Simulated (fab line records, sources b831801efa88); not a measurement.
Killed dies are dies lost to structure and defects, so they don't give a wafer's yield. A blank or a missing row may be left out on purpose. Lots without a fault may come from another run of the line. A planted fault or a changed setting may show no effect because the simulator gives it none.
Which tool did it? | flow sky130 | 12 lots, 36 wafers sampled, at 1 step of a route of 708

WHAT THE GAUGES READ, wafer by wafer
SKY_LI_CONTACT_THK_MEAS_23: measures by xrf.
lot  | measured     | on            | LI_CONTACT_W_THK (nm)
L662 | day 29 05:01 | film_metro-01 | 402 403 404
L664 | day 29 16:33 | film_metro-04 | 396 394 398
L665 | day 30 07:38 | film_metro-02 | 391 397 390
L666 | day 30 20:07 | film_metro-04 | 400 398 396
L667 | day 30 21:24 | film_metro-02 | 393 396 388
L668 | day 31 03:38 | film_metro-02 | 399 396 398
L669 | day 31 14:04 | film_metro-04 | 392 390 400
L670 | day 31 15:52 | film_metro-04 | 396 398 399
L671 | day 32 03:47 | film_metro-02 | 393 392 397
L673 | day 33 06:21 | film_metro-04 | 395 390 391
L681 | day 35 11:08 | film_metro-04 | 391 393 391
L684 | day 36 20:29 | film_metro-01 | 403 391 392

WHICH TOOL RAN EACH LOT (tool, then ch and the chambers of the sampled wafers, then the start)
The record holds no process step before these readings.

WHAT THE TOOLS THEMSELVES READ (means of the sampled wafers that have a number; where no wafer has one, the mark that the record gives instead)
The record holds no such reading with a usual standard deviation.

THE ANSWER, worked out from the rows above alone
Rule: what is usual is taken from the lots themselves. Put in order of their means at a reading, lots are off if they are a third of the lots or fewer, leave a main group of 4 or more, and stand apart from it by a gap of 3 or more times the standard deviation of the main group's means; of several such gaps the widest counts. A main group whose means are all the same, to the digits that the tables above print for the reading, isn't used. A lot without any number at a reading at which 4 lots or more have one is off too. The other lots that the step has rows for count as sound. The gauges are gone through in route order, then the tools' own readings, and for those a lot's mean is taken as printed above. The first step at which some lot is off is used, and at that step the reading that is off furthest; a lot without a number counts as furthest.
No lot is off at any reading shown: from this, nothing can be told.

WHAT THE SIMULATOR HAD PUT IN
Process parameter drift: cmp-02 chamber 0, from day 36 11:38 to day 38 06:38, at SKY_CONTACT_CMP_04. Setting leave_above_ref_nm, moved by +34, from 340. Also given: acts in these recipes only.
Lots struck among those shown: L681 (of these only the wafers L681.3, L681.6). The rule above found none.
